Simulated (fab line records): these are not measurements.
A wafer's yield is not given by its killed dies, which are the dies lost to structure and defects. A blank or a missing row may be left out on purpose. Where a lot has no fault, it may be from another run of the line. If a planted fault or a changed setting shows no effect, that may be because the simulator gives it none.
fab line records + flow sky130
record:
- lots: 7
- wafers: 21
- last_day: 51
route steps=708 shown POLY_GATE@235 LDD_N@237 PAD_OPEN@708
lots that met no fault: taken from a fault-free run of the same line
start_h: start of the lot's first displayed wafer, in hours after the record's first day + wait_h: hours since the lot's step before + " identical to the entry in the row above + L1.1+2: a single row standing in for several wafers + - no value, or no start given + * or withheld: withheld + < > ~ a bound
route shown NAME@n: NAME is a module with steps in the file, n the number in the route of the first one + usual: mean/standard deviation of fault-free wafers + same: alike in all rows + chamber/n: place in a boat + sites: readings site by site + _std_site: standard deviation of those values + _edge_site: the outer-site mean with the inner-site mean subtracted + radius_mm: how far each site lies from the wafer's centre + mask NAME#n: copy n + behind: the tool/chamber that last shaped the wafer + hold: what put the lot on hold/how long, in hours/how the hold closed + device: transistor that didn't switch, given as n, p or np + end of line: the route-end tests of the same wafers + a step given without rows: its recipe and nothing more + killed: dies lost to structure and defects at the first sort, not the wafer's yield + map: the dies of a wafer, with x for killed, . for not killed, _ for no die there
set.NAME: the run value of the setting; set.NAME@STEP: its run value at that earlier step + model.NAME: the simulator's own value behind a step, which no gauge read
lots at selected steps of the route; one table per step, one row per wafer
services: a tool's chamber out of use, with start hour (start_h, from the record's first day; less than 0 if before it), hours out, and reason
== steps ==
step: SKY_POLY_GATE_THK_MEAS_21
recipe:
- reads: SiO2_of_POLY_GATE_OXIDATION_20
usual:
- POLY_GATE_OXIDATION_THK: 3.99/0.092
| lot.wafer | tool          | chamber | start_h | wait_h | POLY_GATE_OXIDATION_THK[nm] |
|-----------|---------------|---------|---------|--------|-----------------------------|
| L984.1    | film_metro-02 | -       | 396.30  | 0.0    | 3.99                        |
| L984.4    | "             | -       | "       | "      | 3.96                        |
| L984.5    | "             | -       | "       | "      | 3.97                        |
| L988.1    | film_metro-01 | -       | 405.66  | 0.0    | 4.05                        |
| L988.2    | "             | -       | "       | "      | 4.06                        |
| L988.6    | "             | -       | "       | "      | 3.96                        |
| L997.2    | film_metro-02 | -       | 492.27  | 0.0    | 3.96                        |
| L997.4    | "             | -       | "       | "      | 3.99                        |
| L997.5    | "             | -       | "       | "      | 3.95                        |
| L998.1    | film_metro-04 | -       | 502.55  | 0.0    | 4.10                        |
| L998.4    | "             | -       | "       | "      | 4.16                        |
| L998.6    | "             | -       | "       | "      | 4.20                        |
| L101.1    | film_metro-01 | -       | 526.25  | 0.0    | 4.04                        |
| L101.2    | "             | -       | "       | "      | 4.07                        |
| L101.5    | "             | -       | "       | "      | 4.05                        |
| L102.4    | film_metro-01 | -       | 540.88  | 0.0    | 4.01                        |
| L102.5    | "             | -       | "       | "      | 4.11                        |
| L102.6    | "             | -       | "       | "      | 3.93                        |
| L106.3    | film_metro-01 | -       | 596.27  | 0.0    | 4.00                        |
| L106.5    | "             | -       | "       | "      | 3.99                        |
| L106.6    | "             | -       | "       | "      | 3.99                        |
step: SKY_POLY_GATE_CD_MEAS_22
usual:
- cd_nm: 150.5/1.9
| lot.wafer | tool      | chamber | start_h | wait_h | cd_nm |
|-----------|-----------|---------|---------|--------|-------|
| L984.1    | cd_sem-01 | -       | 396.36  | 0.1    | 151.0 |
| L984.4    | "         | -       | "       | "      | 151.6 |
| L984.5    | "         | -       | "       | "      | 149.8 |
| L988.1    | cd_sem-02 | -       | 405.72  | 0.1    | 155.1 |
| L988.2    | "         | -       | "       | "      | 151.3 |
| L988.6    | "         | -       | "       | "      | 151.6 |
| L997.2    | cd_sem-02 | -       | 492.42  | 0.1    | 153.2 |
| L997.4    | "         | -       | "       | "      | 149.7 |
| L997.5    | "         | -       | "       | "      | 151.1 |
| L998.1    | cd_sem-02 | -       | 502.61  | 0.1    | 150.5 |
| L998.4    | "         | -       | "       | "      | 148.8 |
| L998.6    | "         | -       | "       | "      | 149.4 |
| L101.1    | cd_sem-01 | -       | 526.31  | 0.1    | 149.1 |
| L101.2    | "         | -       | "       | "      | 153.1 |
| L101.5    | "         | -       | "       | "      | 153.0 |
| L102.4    | cd_sem-02 | -       | 540.99  | 0.1    | 152.5 |
| L102.5    | "         | -       | "       | "      | 147.4 |
| L102.6    | "         | -       | "       | "      | 150.8 |
| L106.3    | cd_sem-01 | -       | 596.36  | 0.1    | 147.6 |
| L106.5    | "         | -       | "       | "      | 149.7 |
| L106.6    | "         | -       | "       | "      | 151.0 |
step: SKY_LDD_N_DEHYDRATE_00
recipe:
- temp_c: 200
- time_s: 60
step: SKY_LDD_N_HMDS_01
recipe:
- prime_time_s: 60
- prime_temp_c: 120
step: SKY_LDD_N_COAT_02
recipe:
- resist: NOVOLAK
- spin_rpm: 3000
- resist_thk_nm: 300
step: SKY_LDD_N_SOFTBAKE_03
recipe:
- temp_c: 90
- time_s: 60
- resist: NOVOLAK
step: SKY_LDD_N_EXPOSE_04
recipe:
- mask_id: NTM
- target_cd_nm: 840
- na: 0.6
- source_shape: conventional
- sigma_outer: 0.6
- dose_mj: 110
step: SKY_LDD_N_PEB_05
recipe:
- temp_c: withheld
- time_s: *
- resist: NOVOLAK
step: SKY_LDD_N_DEVELOP_06
recipe:
- develop_time_s: 60
- dev_temp_c: 23
step: SKY_LDD_N_OVL_MEAS_07
usual:
- LDD_N_OVL: 0.4/1.4
| lot.wafer | tool       | chamber | start_h | wait_h | LDD_N_OVL[nm] |
|-----------|------------|---------|---------|--------|---------------|
| L984.1    | overlay-01 | -       | 427.06  | 0.1    | -0.5          |
| L984.4    | "          | -       | "       | "      | 0.5           |
| L984.5    | "          | -       | "       | "      | 0.0           |
| L988.1    | overlay-01 | -       | 436.17  | 0.1    | -0.6          |
| L988.2    | "          | -       | "       | "      | 1.5           |
| L988.6    | "          | -       | "       | "      | -1.3          |
| L997.2    | overlay-01 | -       | 523.26  | 0.1    | 0.7           |
| L997.4    | "          | -       | "       | "      | 1.2           |
| L997.5    | "          | -       | "       | "      | 1.0           |
| L998.1    | overlay-02 | -       | 533.57  | 0.1    | 3.3           |
| L998.4    | "          | -       | "       | "      | 1.4           |
| L998.6    | "          | -       | "       | "      | 2.3           |
| L101.1    | overlay-01 | -       | 556.02  | 0.1    | -1.9          |
| L101.2    | "          | -       | "       | "      | -1.4          |
| L101.5    | "          | -       | "       | "      | -1.4          |
| L102.4    | overlay-01 | -       | 570.29  | 0.1    | -0.1          |
| L102.5    | "          | -       | "       | "      | 1.0           |
| L102.6    | "          | -       | "       | "      | 2.6           |
| L106.3    | overlay-02 | -       | 625.88  | 0.1    | 0.5           |
| L106.5    | "          | -       | "       | "      | -1.5          |
| L106.6    | "          | -       | "       | "      | 0.2           |
step: SKY_LDD_N_IMPLANT_08
recipe:
- species: As
- energy_kev: 20
- dose_cm2: 7.5e+13
- tilt_deg: withheld
- rotation_deg: 23
step: SKY_LDD_N_IMPLANT_09
recipe:
- species: As
- energy_kev: 20
- dose_cm2: 7.5e+13
- tilt_deg: withheld
- rotation_deg: 113
step: SKY_LDD_N_IMPLANT_10
recipe:
- species: As
- energy_kev: 20
- dose_cm2: 7.5e+13
- tilt_deg: withheld
- rotation_deg: 203
usual:
- dose_ions_cm2: 7.499e+13/8.6e+10
- end_station_pressure_torr: 5.34e-06/2.8e-07
- faraday_current_uA: 424/8.8
| lot.wafer | tool         | chamber | start_h | wait_h | dose_ions_cm2 | end_station_pressure_torr | faraday_current_uA |
|-----------|--------------|---------|---------|--------|---------------|---------------------------|--------------------|
| L984.1    | implanter-01 | 0       | 427.40  | 0.1    | 7.493e+13     | 5.06e-06                  | 420                |
| L984.4    | "            | 0       | "       | "      | 7.504e+13     | 5.28e-06                  | 420                |
| L984.5    | "            | 0       | "       | "      | 7.509e+13     | 5.21e-06                  | 425                |
| L988.1    | implanter-02 | 0       | 436.51  | 0.1    | 7.514e+13     | 5.21e-06                  | 421                |
| L988.2    | "            | 0       | "       | "      | 7.528e+13     | 4.83e-06                  | 426                |
| L988.6    | "            | 0       | "       | "      | 7.51e+13      | 4.58e-06                  | 428                |
| L997.2    | implanter-01 | 0       | 523.62  | 0.1    | 5.457e+13     | 4.82e-06                  | 309                |
| L997.4    | "            | 0       | "       | "      | 5.455e+13     | 4.9e-06                   | 317                |
| L997.5    | "            | 0       | "       | "      | 5.464e+13     | 4.84e-06                  | 309                |
| L998.1    | implanter-01 | 0       | 533.91  | 0.1    | 5.453e+13     | 5.3e-06                   | 311                |
| L998.4    | "            | 0       | "       | "      | 5.448e+13     | 5.12e-06                  | 308                |
| L998.6    | "            | 0       | "       | "      | 5.445e+13     | 4.78e-06                  | 306                |
| L101.1    | implanter-01 | 0       | 556.36  | 0.1    | 5.457e+13     | 5.21e-06                  | 313                |
| L101.2    | "            | 0       | "       | "      | 5.455e+13     | 5.27e-06                  | 308                |
| L101.5    | "            | 0       | "       | "      | 5.443e+13     | 5.59e-06                  | 314                |
| L102.4    | implanter-03 | 0       | 570.68  | 0.1    | 7.494e+13     | 5.37e-06                  | 423                |
| L102.5    | "            | 0       | "       | "      | 7.514e+13     | 5.43e-06                  | 417                |
| L102.6    | "            | 0       | "       | "      | 7.501e+13     | 5.36e-06                  | 425                |
| L106.3    | implanter-02 | 0       | 626.26  | 0.1    | 7.488e+13     | 5.52e-06                  | 420                |
| L106.5    | "            | 0       | "       | "      | 7.488e+13     | 5.43e-06                  | 426                |
| L106.6    | "            | 0       | "       | "      | 7.481e+13     | 5.41e-06                  | 417                |
step: SKY_LDD_N_IMPLANT_11
recipe:
- species: As
- energy_kev: 20
- dose_cm2: 7.5e+13
- tilt_deg: withheld
- rotation_deg: 293
step: SKY_LDD_N_IMPLANT_12
recipe:
- species: BF2
- energy_kev: 50
- dose_cm2: 5e+12
- tilt_deg: 30
- rotation_deg: 0
step: SKY_LDD_N_IMPLANT_13
recipe:
- species: BF2
- energy_kev: 50
- dose_cm2: 5e+12
- tilt_deg: 30
- rotation_deg: 90
step: SKY_LDD_N_IMPLANT_14
recipe:
- species: BF2
- energy_kev: 50
- dose_cm2: 5e+12
- tilt_deg: 30
- rotation_deg: 180
step: SKY_LDD_N_IMPLANT_15
recipe:
- species: BF2
- energy_kev: 50
- dose_cm2: 5e+12
- tilt_deg: 30
- rotation_deg: 270
step: SKY_LDD_N_STRIP_16
recipe:
- chemistry: O2/N2
- power_w: 1400
- pressure_mtorr: 1500
- platen_temp_c: withheld
- o2_flow_sccm: 3000
- n2_flow_sccm: 300
- overash_fraction: 0.5
usual:
- drypump_motor_current_A: 5.8/0.57
- oes_product_au: 0.406/0.0047
- strip_time_to_endpoint_s: 4.308/0.014
| lot.wafer | tool            | chamber | start_h | wait_h | drypump_motor_current_A | oes_product_au | rf_hours_counter_h | strip_time_to_endpoint_s |
|-----------|-----------------|---------|---------|--------|-------------------------|----------------|--------------------|--------------------------|
| L984.1    | plasma_asher-03 | 1       | 428.30  | 0.1    | 5.5                     | 0.413          | 62                 | 4.299                    |
| L984.4    | "               | 0       | "       | "      | 6.5                     | 0.408          | -                  | 4.330                    |
| L984.5    | "               | 0       | "       | "      | 6.6                     | 0.407          | -                  | 4.332                    |
| L988.1    | plasma_asher-04 | 0       | 437.41  | 0.1    | 6.4                     | 0.406          | 1                  | 4.294                    |
| L988.2    | "               | 1       | "       | "      | 6.0                     | 0.408          | 1                  | 4.307                    |
| L988.6    | "               | 0       | "       | "      | 6.4                     | 0.408          | -                  | 4.306                    |
| L997.2    | plasma_asher-03 | 1       | 524.49  | 0.1    | 5.4                     | 0.403          | 71                 | 4.266                    |
| L997.4    | "               | 0       | "       | "      | 6.6                     | 0.404          | -                  | 4.256                    |
| L997.5    | "               | 1       | "       | "      | 5.5                     | 0.411          | -                  | 4.268                    |
| L998.1    | plasma_asher-03 | 0       | 534.81  | 0.1    | 6.5                     | 0.407          | 72                 | 4.257                    |
| L998.4    | "               | 0       | "       | "      | 6.5                     | 0.402          | -                  | 4.246                    |
| L998.6    | "               | 0       | "       | "      | 6.5                     | 0.407          | -                  | 4.241                    |
| L101.1    | plasma_asher-04 | 0       | 557.26  | 0.1    | 6.4                     | 0.402          | 13                 | 4.263                    |
| L101.2    | "               | 1       | "       | "      | 6.0                     | 0.409          | 13                 | 4.241                    |
| L101.5    | "               | 0       | "       | "      | 6.4                     | 0.406          | -                  | 4.242                    |
| L102.4    | plasma_asher-02 | 1       | 571.54  | 0.1    | 4.9                     | 0.417          | -                  | 4.303                    |
| L102.5    | "               | 0       | "       | "      | 5.7                     | 0.403          | -                  | 4.307                    |
| L102.6    | "               | 1       | "       | "      | 4.9                     | 0.414          | -                  | 4.303                    |
| L106.3    | plasma_asher-03 | 1       | 627.14  | 0.1    | 5.5                     | 0.408          | -                  | 4.315                    |
| L106.5    | "               | 0       | "       | "      | 6.5                     | 0.404          | -                  | 4.302                    |
| L106.6    | "               | 1       | "       | "      | 5.5                     | 0.405          | -                  | 4.282                    |
step: SKY_LDD_N_TW_MEAS_17
usual:
- LDD_N_TW: 2617/21
| lot.wafer | tool          | chamber | start_h | wait_h | LDD_N_TW |
|-----------|---------------|---------|---------|--------|----------|
| L984.1    | film_metro-01 | -       | 428.40  | 0.1    | 2619     |
| L984.4    | "             | -       | "       | "      | 2617     |
| L984.5    | "             | -       | "       | "      | 2623     |
| L988.1    | film_metro-02 | -       | 437.51  | 0.1    | 2627     |
| L988.2    | "             | -       | "       | "      | 2612     |
| L988.6    | "             | -       | "       | "      | 2628     |
| L997.2    | film_metro-02 | -       | 524.60  | 0.1    | 2599     |
| L997.4    | "             | -       | "       | "      | 2601     |
| L997.5    | "             | -       | "       | "      | 2609     |
| L998.1    | film_metro-02 | -       | 534.91  | 0.1    | 2611     |
| L998.4    | "             | -       | "       | "      | 2605     |
| L998.6    | "             | -       | "       | "      | 2622     |
| L101.1    | film_metro-01 | -       | 557.36  | 0.1    | 2570     |
| L101.2    | "             | -       | "       | "      | 2563     |
| L101.5    | "             | -       | "       | "      | 2578     |
| L102.4    | film_metro-01 | -       | 571.64  | 0.1    | 2605     |
| L102.5    | "             | -       | "       | "      | 2599     |
| L102.6    | "             | -       | "       | "      | 2605     |
| L106.3    | film_metro-02 | -       | 627.23  | 0.1    | 2644     |
| L106.5    | "             | -       | "       | "      | 2635     |
| L106.6    | "             | -       | "       | "      | 2607     |
step: SKY_PAD_OPEN_PROBE_99
usual:
- killed_at_M0_to_M3: 44/6.8
- killed_at_M4_up: 2.9/1.9
- killed_at_contacts: 24/5.2
- killed_at_front_end: 16/4.1
- killed_at_other: 0.4/0.74
- killed_dies: 88/9.1
- killed_open: 48/7.2
- killed_short: 39/5.6
same:
- gross_dies: 492
- killed_at_back_side: 0
| lot.wafer | tool      | chamber | start_h | wait_h | killed_at_M0_to_M3 | killed_at_M4_up | killed_at_contacts | killed_at_front_end | killed_at_other | killed_dies | killed_open | killed_short | model.etest.tip_n.rs_ohm_sq |
|-----------|-----------|---------|---------|--------|--------------------|-----------------|--------------------|---------------------|-----------------|-------------|-------------|--------------|-----------------------------|
| L984.1    | prober-01 | -       | 1092.90 | 0.1    | 31                 | 9               | 18                 | 12                  | 0               | 70          | 39          | 31           | 441.9                       |
| L984.4    | prober-01 | -       | 1093.05 | 0.2    | 56                 | 2               | 22                 | 13                  | 0               | 93          | 54          | 39           | 440.2                       |
| L984.5    | prober-01 | -       | 1093.10 | 0.2    | 42                 | 4               | 21                 | 24                  | 0               | 91          | 45          | 46           | 445.4                       |
| L988.1    | prober-02 | -       | 1094.99 | 0.1    | 53                 | 3               | 16                 | 12                  | 2               | 86          | 35          | 49           | 442                         |
| L988.2    | prober-02 | -       | 1095.04 | 0.1    | 43                 | 4               | 23                 | 13                  | 2               | 85          | 47          | 38           | 446.8                       |
| L988.6    | prober-02 | -       | 1095.24 | 0.2    | 51                 | 7               | 14                 | 18                  | 2               | 92          | 39          | 52           | 442.1                       |
| L997.2    | prober-02 | -       | 1153.39 | 0.1    | 37                 | 1               | 33                 | 20                  | 0               | 91          | 53          | 37           | 456.2                       |
| L997.4    | prober-02 | -       | 1153.49 | 0.2    | 43                 | 0               | 20                 | 17                  | 0               | 80          | 55          | 25           | 457.6                       |
| L997.5    | prober-02 | -       | 1153.54 | 0.2    | 43                 | 3               | 29                 | 10                  | 0               | 85          | 47          | 38           | 458.4                       |
| L998.1    | prober-01 | -       | 1157.89 | 0.1    | 53                 | 0               | 33                 | 14                  | 1               | 101         | 53          | 48           | 461                         |
| L998.4    | prober-01 | -       | 1158.04 | 0.2    | 43                 | 2               | 15                 | 17                  | 3               | 80          | 50          | 28           | 461.4                       |
| L998.6    | prober-01 | -       | 1158.14 | 0.2    | 48                 | 5               | 26                 | 14                  | 0               | 93          | 48          | 45           | 461.6                       |
| L101.1    | prober-02 | -       | 1172.77 | 0.1    | 37                 | 3               | 20                 | 11                  | 1               | 72          | 37          | 35           | 462.3                       |
| L101.2    | prober-02 | -       | 1172.82 | 0.1    | 30                 | 2               | 27                 | 18                  | 0               | 77          | 36          | 41           | 465.5                       |
| L101.5    | prober-02 | -       | 1172.97 | 0.2    | 39                 | 3               | 26                 | 7                   | 0               | 75          | 40          | 35           | 466.5                       |
| L102.4    | prober-01 | -       | 1189.03 | 0.2    | 35                 | 1               | 24                 | 18                  | 0               | 78          | 46          | 32           | 447.1                       |
| L102.5    | prober-01 | -       | 1189.08 | 0.2    | 49                 | 1               | 22                 | 15                  | 0               | 87          | 42          | 45           | 446.6                       |
| L102.6    | prober-01 | -       | 1189.13 | 0.2    | 37                 | 4               | 29                 | 8                   | 0               | 78          | 38          | 39           | 446.1                       |
| L106.3    | prober-01 | -       | 1216.07 | 0.2    | 60                 | 6               | 23                 | 23                  | 0               | 112         | 65          | 47           | 437                         |
| L106.5    | prober-01 | -       | 1216.17 | 0.2    | 47                 | 4               | 30                 | 11                  | 2               | 94          | 56          | 38           | 437.7                       |
| L106.6    | prober-01 | -       | 1216.22 | 0.2    | 37                 | 4               | 23                 | 18                  | 0               | 82          | 44          | 38           | 435                         |
killed by level:class
L984.1 VIA1:geometric_particle:open=12 CONTACT:geometric_particle:open=6 METAL4:geometric_particle:short=6 LI_CONTACT:geometric_particle:open=5 SPACER:geometric_particle:short=4 FIELD_ISO:geometric_particle:short=3 POLY_GATE:geometric_particle:open=3 LOCAL_INTERCONNECT:geometric_particle:open=3
L984.4 METAL1:geometric_particle:short=14 VIA1:geometric_particle:open=13 VIA2:geometric_particle:open=10 LI_CONTACT:geometric_particle:open=8 VIA3:geometric_particle:open=7 POLY_GATE:geometric_particle:short=5 METAL2:geometric_particle:short=5 CONTACT:geometric_particle:short=4
L984.5 VIA1:geometric_particle:open=11 FIELD_ISO:geometric_particle:open=8 VIA1:geometric_particle:short=6 LI_CONTACT:geometric_particle:open=6 FIELD_ISO:geometric_particle:short=5 LI_CONTACT:geometric_particle:short=5 POLY_GATE:geometric_particle:open=4 VIA2:geometric_particle:short=4
L988.1 METAL2:geometric_particle:short=15 VIA1:geometric_particle:open=13 CONTACT:geometric_particle:short=6 POLY_GATE:geometric_particle:open=5 LOCAL_INTERCONNECT:geometric_particle:short=5 METAL1:geometric_particle:short=5 VIA3:geometric_particle:open=5 VIA1:geometric_particle:short=3
L988.2 VIA1:geometric_particle:open=12 CONTACT:geometric_particle:open=9 METAL1:geometric_particle:short=6 POLY_GATE:geometric_particle:short=5 SPACER:geometric_particle:open=5 LI_CONTACT:geometric_particle:open=5 VIA2:geometric_particle:open=4 VIA1:geometric_particle:short=4
L988.6 VIA1:geometric_particle:open=10 METAL2:geometric_particle:short=10 VIA1:geometric_particle:short=7 CONTACT:geometric_particle:open=6 POLY_GATE:geometric_particle:short=5 LOCAL_INTERCONNECT:geometric_particle:short=4 VIA2:geometric_particle:short=4 VIA2:geometric_particle:open=4
L997.2 CONTACT:geometric_particle:open=14 LI_CONTACT:geometric_particle:open=9 FIELD_ISO:geometric_particle:open=8 VIA1:geometric_particle:open=7 METAL1:geometric_particle:short=6 METAL3:geometric_particle:short=5 VIA3:geometric_particle:open=4 LOCAL_INTERCONNECT:geometric_particle:short=4
L997.4 VIA1:geometric_particle:open=18 CONTACT:geometric_particle:open=12 VIA3:geometric_particle:open=9 FIELD_ISO:geometric_particle:open=4 POLY_GATE:geometric_particle:open=4 POLY_GATE:geometric_particle:short=4 METAL1:geometric_particle:short=4 VIA1:geometric_particle:short=4
L997.5 VIA3:geometric_particle:open=12 VIA1:geometric_particle:open=12 CONTACT:geometric_particle:open=8 LI_CONTACT:geometric_particle:open=6 LOCAL_INTERCONNECT:geometric_particle:short=6 METAL1:geometric_particle:short=6 POLY_GATE:geometric_particle:short=5 LI_CONTACT:geometric_particle:short=5
L998.1 VIA1:geometric_particle:open=13 CONTACT:geometric_particle:open=11 METAL1:geometric_particle:short=10 POLY_GATE:geometric_particle:open=7 METAL2:geometric_particle:short=7 VIA2:geometric_particle:short=6 VIA2:geometric_particle:open=6 LOCAL_INTERCONNECT:geometric_particle:short=6
L998.4 VIA2:geometric_particle:open=12 VIA1:geometric_particle:open=8 FIELD_ISO:geometric_particle:short=5 FIELD_ISO:geometric_particle:open=5 VIA2:geometric_particle:short=5 LI_CONTACT:geometric_particle:open=5 CONTACT:geometric_particle:open=5 METAL1:geometric_particle:short=5
L998.6 VIA1:geometric_particle:open=10 METAL1:geometric_particle:short=9 CONTACT:geometric_particle:open=8 VIA3:geometric_particle:open=8 POLY_GATE:geometric_particle:open=6 CONTACT:geometric_particle:short=6 LI_CONTACT:geometric_particle:open=5 FIELD_ISO:geometric_particle:open=4
L101.1 VIA1:geometric_particle:open=9 CONTACT:geometric_particle:open=6 CONTACT:geometric_particle:short=5 VIA3:geometric_particle:open=5 VIA1:geometric_particle:short=4 VIA2:geometric_particle:open=4 SPACER:geometric_particle:short=3 LI_CONTACT:geometric_particle:open=3
L101.2 CONTACT:geometric_particle:open=11 LI_CONTACT:geometric_particle:open=6 CONTACT:geometric_particle:short=6 METAL2:geometric_particle:short=6 FIELD_ISO:geometric_particle:open=5 POLY_GATE:geometric_particle:short=5 VIA1:geometric_particle:open=5 METAL1:geometric_particle:short=4
L101.5 VIA1:geometric_particle:open=12 LI_CONTACT:geometric_particle:open=7 CONTACT:geometric_particle:open=7 METAL1:geometric_particle:short=7 LOCAL_INTERCONNECT:geometric_particle:short=5 VIA3:geometric_particle:open=5 LI_CONTACT:geometric_particle:short=4 CONTACT:geometric_particle:short=3
L102.4 VIA1:geometric_particle:open=11 POLY_GATE:geometric_particle:open=8 LI_CONTACT:geometric_particle:open=6 CONTACT:geometric_particle:short=6 CONTACT:geometric_particle:open=6 VIA3:geometric_particle:open=6 METAL1:geometric_particle:short=4 VIA3:geometric_particle:short=4
L102.5 VIA1:geometric_particle:open=10 CONTACT:geometric_particle:open=9 VIA1:geometric_particle:short=8 METAL1:geometric_particle:short=7 VIA2:geometric_particle:open=6 VIA3:geometric_particle:open=6 CONTACT:geometric_particle:short=5 VIA3:geometric_particle:short=5
L102.6 CONTACT:geometric_particle:open=9 LI_CONTACT:geometric_particle:open=8 METAL1:geometric_particle:short=6 VIA1:geometric_particle:open=6 CONTACT:geometric_particle:short=5 VIA2:geometric_particle:open=5 LI_CONTACT:geometric_particle:short=4 METAL2:geometric_particle:short=4
L106.3 VIA1:geometric_particle:open=17 METAL1:geometric_particle:short=12 LI_CONTACT:geometric_particle:open=9 VIA3:geometric_particle:open=8 VIA2:geometric_particle:open=7 CONTACT:geometric_particle:open=6 FIELD_ISO:geometric_particle:short=5 FIELD_ISO:geometric_particle:open=5
L106.5 VIA1:geometric_particle:open=14 LI_CONTACT:geometric_particle:open=9 CONTACT:geometric_particle:open=9 METAL2:geometric_particle:short=9 VIA2:geometric_particle:open=6 VIA3:geometric_particle:open=6 CONTACT:geometric_particle:short=5 FIELD_ISO:geometric_particle:short=4
L106.6 LI_CONTACT:geometric_particle:open=8 VIA1:geometric_particle:open=8 CONTACT:geometric_particle:short=6 VIA1:geometric_particle:short=5 VIA3:geometric_particle:open=5 CONTACT:geometric_particle:open=4 POLY_GATE:geometric_particle:short=4 METAL3:geometric_particle:short=4
== services ==
| tool            | chamber | start_h | hours | kind       |
|-----------------|---------|---------|-------|------------|
| plasma_asher-04 | -       | 405.42  | 1.8   | repair     |
| plasma_asher-04 | -       | 421.25  | 9.0   | pm         |
| plasma_asher-04 | 0       | 421.25  | 9.0   | vent_cycle |
| plasma_asher-04 | 1       | 421.25  | 9.0   | vent_cycle |
| plasma_asher-04 | 0       | 430.25  | -     | clean      |
| plasma_asher-04 | 1       | 430.25  | -     | clean      |
| plasma_asher-03 | -       | 443.10  | 3.8   | repair     |
| plasma_asher-02 | -       | 479.13  | 0.7   | repair     |
| plasma_asher-03 | -       | 494.85  | 0.6   | repair     |
| implanter-01    | -       | 506.60  | 1.6   | repair     |
| implanter-03    | -       | 512.46  | 1.0   | repair     |
| implanter-01    | -       | 536.94  | 5.2   | pm         |
| implanter-02    | -       | 557.34  | 6.2   | repair     |
| implanter-01    | -       | 562.01  | 5.3   | pm         |
| implanter-01    | -       | 570.26  | 3.4   | repair     |
| implanter-03    | -       | 581.42  | 2.2   | repair     |
| implanter-01    | -       | 593.12  | 1.1   | repair     |
| plasma_asher-04 | -       | 595.26  | 1.8   | repair     |
| implanter-01    | -       | 608.50  | 22.8  | pm         |
| plasma_asher-04 | -       | 614.38  | 3.8   | repair     |
== key ==
first_sign:
- step: SKY_LDD_N_IMPLANT_10
- reading: dose_ions_cm2
- direction: down
- sigmas: 99+
- usual: *
- struck: *
effect:
- step: SKY_LDD_N_IMPLANT_10
- reading: faraday_current_uA
- direction: down
- sigmas: 13
- usual: 424
- struck: 311
effect:
- step: SKY_LDD_N_STRIP_16
- reading: strip_time_to_endpoint_s
- direction: down
- sigmas: 4
- usual: *
- struck: *
model_effect:
- step: SKY_PAD_OPEN_PROBE_99
- value: etest.tip_n.rs_ohm_sq
- without: 440.6
- struck: 461.2
met_at SKY_LDD_N_IMPLANT_10
struck_wafers L997.2,L997.4,L997.5,L998.1,L998.4,L998.6,L101.1,L101.2,L101.5
tester_left_out L997,L998,L101
onset_between 427.40 523.62
fault:
- kind: process_parameter_drift
- tool: implanter-01
- chamber: -
- onset_h: 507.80
- steps: SKY_LDD_N_IMPLANT_10
- channel: dose_cm2
- offset: *
- shape: step
- end_h: 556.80
- acts_in: *
- stated: *
tester_left_out: of these lots the tester's yield and bins aren't shown, on N5 and GAA mostly nor the transistor test; their killed dies are dies lost to structure and defects alone, not to doping, threshold or leakage, so they don't give the yield
